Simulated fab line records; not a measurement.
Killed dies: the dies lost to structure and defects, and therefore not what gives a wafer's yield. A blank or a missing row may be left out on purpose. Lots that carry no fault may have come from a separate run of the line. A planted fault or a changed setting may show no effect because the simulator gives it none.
Which tool is to blame? || flow sky130 || 13 lots with 38 wafers sampled at 4 steps, on a route of 708 steps

== WHAT THE GAUGES SHOWED, per wafer ==
SKY_PWDE_TW_MEAS_10.
{"lot": "L858", "measured": "day 3 19:32", "on": "filmMetro-03", "PWDE_TW": "375 375 377"}
{"lot": "L861", "measured": "day 4 17:49", "on": "filmMetro-01", "PWDE_TW": "378 378 378"}
{"lot": "L862", "measured": "day 4 20:49", "on": "filmMetro-01", "PWDE_TW": "378 378 379"}
{"lot": "L864", "measured": "day 5 08:01", "on": "filmMetro-04", "PWDE_TW": "371 372 371"}
{"lot": "L865", "measured": "day 5 09:51", "on": "filmMetro-01", "PWDE_TW": "377 378 377"}
{"lot": "L868", "measured": "day 6 09:58", "on": "filmMetro-01", "PWDE_TW": "375 377 378"}
{"lot": "L869", "measured": "day 6 15:42", "on": "filmMetro-04", "PWDE_TW": "371 372 374"}
{"lot": "L870", "measured": "day 6 19:23", "on": "filmMetro-03", "PWDE_TW": "379 380 380"}
{"lot": "L871", "measured": "day 6 23:33", "on": "filmMetro-04", "PWDE_TW": "370 373 373"}
{"lot": "L872", "measured": "day 7 03:59", "on": "filmMetro-04", "PWDE_TW": "369 369 370"}
{"lot": "L873", "measured": "day 7 06:59", "on": "filmMetro-01", "PWDE_TW": "379 380"}
{"lot": "L874", "measured": "day 7 13:37", "on": "filmMetro-01", "PWDE_TW": "380 378 378"}
{"lot": "L881", "measured": "day 9 07:09", "on": "filmMetro-04", "PWDE_TW": "372 372 370"}

SKY_LDD_P_OVL_MEAS_08.
{"lot": "L858", "measured": "day 18 19:12", "on": "overlay-01", "LDD_P_OVL (nm)": "-1.4 0.6 -0.5"}
{"lot": "L861", "measured": "day 20 12:17", "on": "overlay-01", "LDD_P_OVL (nm)": "0.1 2.4 0.5"}
{"lot": "L862", "measured": "day 20 20:34", "on": "overlay-01", "LDD_P_OVL (nm)": "0.1 0.3 0.8"}
{"lot": "L864", "measured": "day 21 12:05", "on": "overlay-01", "LDD_P_OVL (nm)": "-1.4 -0.3 -1.2"}
{"lot": "L865", "measured": "day 21 18:15", "on": "overlay-02", "LDD_P_OVL (nm)": "-2.4 -2.5 -2.3"}
{"lot": "L868", "measured": "day 23 05:42", "on": "overlay-02", "LDD_P_OVL (nm)": "-0.3 0.0 -0.6"}
{"lot": "L869", "measured": "day 23 10:37", "on": "overlay-01", "LDD_P_OVL (nm)": "-2.3 -3.4 -0.1"}
{"lot": "L870", "measured": "day 23 15:34", "on": "overlay-02", "LDD_P_OVL (nm)": "1.7 0.6 -0.2"}
{"lot": "L871", "measured": "day 24 06:31", "on": "overlay-02", "LDD_P_OVL (nm)": "-1.1 0.0 -0.6"}
{"lot": "L872", "measured": "day 24 09:55", "on": "overlay-01", "LDD_P_OVL (nm)": "-0.8 -0.6 -2.3"}
{"lot": "L873", "measured": "day 24 10:14", "on": "overlay-02", "LDD_P_OVL (nm)": "1.2 -0.3"}
{"lot": "L874", "measured": "day 24 18:13", "on": "overlay-02", "LDD_P_OVL (nm)": "-0.3 -0.7 -0.5"}
{"lot": "L881", "measured": "day 27 11:16", "on": "overlay-02", "LDD_P_OVL (nm)": "-1.4 -2.0 -0.2"}

SKY_CONTACT_CD_MEAS_14 targets a cd of 170 nm.
{"lot": "L858", "measured": "day 31 10:53", "on": "cdSem-02", "cdNm (nm)": "170.8 170.4 170.1"}
{"lot": "L861", "measured": "day 32 22:41", "on": "cdSem-02", "cdNm (nm)": "169.6 170.7 169.5"}
{"lot": "L862", "measured": "day 33 05:34", "on": "cdSem-02", "cdNm (nm)": "172.6 173.6 174.1"}
{"lot": "L864", "measured": "day 33 17:21", "on": "cdSem-01", "cdNm (nm)": "169.9 171.3 170.4"}
{"lot": "L865", "measured": "day 33 23:04", "on": "cdSem-01", "cdNm (nm)": "167.0 167.9 166.7"}
{"lot": "L868", "measured": "day 35 06:23", "on": "cdSem-02", "cdNm (nm)": "172.7 171.4 170.9"}
{"lot": "L869", "measured": "day 35 13:05", "on": "cdSem-02", "cdNm (nm)": "172.5 172.6 171.5"}
{"lot": "L870", "measured": "day 35 15:41", "on": "cdSem-01", "cdNm (nm)": "168.8 167.4 169.0"}
{"lot": "L871", "measured": "day 36 02:33", "on": "cdSem-02", "cdNm (nm)": "171.1 170.5 170.3"}
{"lot": "L872", "measured": "day 36 07:26", "on": "cdSem-01", "cdNm (nm)": "168.5 170.2 61.1"}
{"lot": "L873", "measured": "day 36 08:53", "on": "cdSem-02", "cdNm (nm)": "168.7 62.7"}
{"lot": "L874", "measured": "day 36 14:53", "on": "cdSem-01", "cdNm (nm)": "172.0 172.6 172.6"}
{"lot": "L881", "measured": "day 38 22:42", "on": "cdSem-01", "cdNm (nm)": "172.2 170.9 171.1"}

== TOOL THAT RAN EACH LOT (tool first, then ch and the chambers of the sampled wafers, then the start) ==
{"lot": "L858", "SKY_CONTACT_EXPOSE_11": "krfScanner-02 ch 0, day 30 21:26"}
{"lot": "L861", "SKY_CONTACT_EXPOSE_11": "krfScanner-02 ch 0, day 32 09:07"}
{"lot": "L862", "SKY_CONTACT_EXPOSE_11": "krfScanner-01 ch 0, day 32 15:46"}
{"lot": "L864", "SKY_CONTACT_EXPOSE_11": "krfScanner-01 ch 0, day 33 04:45"}
{"lot": "L865", "SKY_CONTACT_EXPOSE_11": "krfScanner-02 ch 0, day 33 09:49"}
{"lot": "L868", "SKY_CONTACT_EXPOSE_11": "krfScanner-01 ch 0, day 34 17:14"}
{"lot": "L869", "SKY_CONTACT_EXPOSE_11": "krfScanner-01 ch 0, day 35 00:02"}
{"lot": "L870", "SKY_CONTACT_EXPOSE_11": "krfScanner-02 ch 0, day 35 02:42"}
{"lot": "L871", "SKY_CONTACT_EXPOSE_11": "krfScanner-02 ch 0, day 35 13:54"}
{"lot": "L872", "SKY_CONTACT_EXPOSE_11": "krfScanner-02 ch 0, day 35 18:15"}
{"lot": "L873", "SKY_CONTACT_EXPOSE_11": "krfScanner-02 ch 0, day 35 20:10"}
{"lot": "L874", "SKY_CONTACT_EXPOSE_11": "krfScanner-01 ch 0, day 36 02:19"}
{"lot": "L881", "SKY_CONTACT_EXPOSE_11": "krfScanner-01 ch 0, day 38 10:45"}
- SKY_CONTACT_EXPOSE_11: exposes mask CTM1, target cd 170 nm.

== AS READ BY THE TOOLS THEMSELVES (means over the sampled wafers that have a number; for cases with no such wafer, the mark the record gives instead) ==
The record holds no such reading with a usual standard deviation.

== THE ANSWER, worked out from the rows above alone ==
Rule: what is usual is taken from the lots themselves. Put in order of their means at a reading, lots are off if they are a third of the lots or fewer, leave a main group of 4 or more, and stand apart from it by a gap of 3 or more times the standard deviation of the main group's means; of several such gaps the widest counts. A main group whose means are all the same, to the digits that the tables above print for the reading, isn't used. Also off: a lot with no number at a reading for which 4 or more lots have one. Any other lot the step has rows for is counted as sound. The gauges are gone through in route order, then the tools' own readings, and for those a lot's mean is taken as printed above. At the first step where some lot is off, the reading lying furthest off is the one used; lots without a number count as furthest.
Off, at SKY_CONTACT_CD_MEAS_14 on cdNm: L872, L873. The main group: mean 170.7 nm, standard deviation 1.7.
A tool fits if, at a process step before that reading, it ran every lot that is off, and no sound lot after the first of them. Gauges at SKY_CONTACT_CD_MEAS_14: tried the same way as those tools. One candidate fits, namely krfScanner-02 at SKY_CONTACT_EXPOSE_11. A fault onset in the window from L871 (day 35 13:54, its last sound lot) to L872 (day 35 18:15, its first lot off) fits.

== WHAT HAD BEEN PUT IN BY THE SIMULATOR ==
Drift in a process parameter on krfScanner-02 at SKY_CONTACT_EXPOSE_11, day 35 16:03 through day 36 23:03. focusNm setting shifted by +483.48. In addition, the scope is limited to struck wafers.
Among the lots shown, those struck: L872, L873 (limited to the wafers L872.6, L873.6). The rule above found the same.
